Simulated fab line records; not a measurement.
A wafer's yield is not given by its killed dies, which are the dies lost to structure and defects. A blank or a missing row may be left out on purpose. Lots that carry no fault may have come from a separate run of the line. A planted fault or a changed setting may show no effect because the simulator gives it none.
Which tool is to blame? -- flow gf180mcu -- 30 wafers from 10 lots sampled at 3 of the route's 602 steps

## WHAT THE GAUGES READ, wafer by wafer
GF_V5_OVL_MEAS_15.
lot,measured,on,V5_OVL (nm)
L358,day 27 12:55,overlay-01,1 2 5
L359,day 27 13:38,overlay-01,-3 -6 -3
L366,day 29 17:59,overlay-01,3 9 7
L367,day 30 01:05,overlay-01,-2 -2 -1
L370,day 30 20:14,overlay-01,-2 7 4
L372,day 31 09:25,overlay-01,-10 -7 -4
L374,day 31 20:15,overlay-01,2 10 0
L376,day 32 12:39,overlay-01,5 4 8
L380,day 33 08:32,overlay-01,2 5 -7
L381,day 33 13:04,overlay-01,-4 -5 -1

## WHICH TOOL RAN EACH LOT (tool, then ch and the chambers of the sampled wafers, then the start)
lot,GF_M5_METAL_ETCH_10,GF_M5_STRIP_11
L358,"rie_metal-04 ch 0,1, day 26 14:43","plasma_asher-02 ch 0,1, day 26 14:49"
L359,"rie_metal-02 ch 0,1, day 26 15:58","plasma_asher-02 ch 0,1, day 26 16:04"
L366,"rie_metal-03 ch 0,1, day 28 21:25","plasma_asher-02 ch 0,1, day 28 21:31"
L367,"rie_metal-04 ch 0,1, day 29 04:07","plasma_asher-02 ch 0,1, day 29 04:14"
L370,"rie_metal-02 ch 0,1, day 30 01:10","plasma_asher-02 ch 0,1, day 30 01:17"
L372,"rie_metal-03 ch 0,1, day 30 14:44","plasma_asher-02 ch 0,1, day 30 14:50"
L374,"rie_metal-02 ch 0,1, day 31 01:19","plasma_asher-04 ch 0,1, day 31 01:25"
L376,"rie_metal-02 ch 1, day 31 19:01","plasma_asher-02 ch 0,1, day 31 19:07"
L380,"rie_metal-03 ch 0,1, day 32 15:18","plasma_asher-04 ch 0,1, day 32 15:25"
L381,"rie_metal-04 ch 0, day 32 19:41","plasma_asher-02 ch 0,1, day 32 19:54"
- GF_M5_METAL_ETCH_10: etches the open film in Cl2/BCl3, stops on SiO2, target depth 627.5 nm, time 104.6 s.
- GF_M5_STRIP_11: strips in O2/N2.

## THE ANSWER, worked out from the rows above alone
Rule: the usual values come from the lots themselves. The widest of any qualifying gaps counts: lots, ordered by their means at a reading, are off when they make up no more than a third of the lots, leave a main group of 4 or more, and stand apart from it by 3 or more times the standard deviation of that group's means. A main group whose means are all the same, to the digits that the tables above print for the reading, isn't used. Also off: a lot with no number at a reading for which 4 or more lots have one. Where the step has rows for the other lots, those lots are counted as sound.
None of the lots is off at any reading shown; this tells nothing.

## WHAT THE SIMULATOR HAD PUT IN
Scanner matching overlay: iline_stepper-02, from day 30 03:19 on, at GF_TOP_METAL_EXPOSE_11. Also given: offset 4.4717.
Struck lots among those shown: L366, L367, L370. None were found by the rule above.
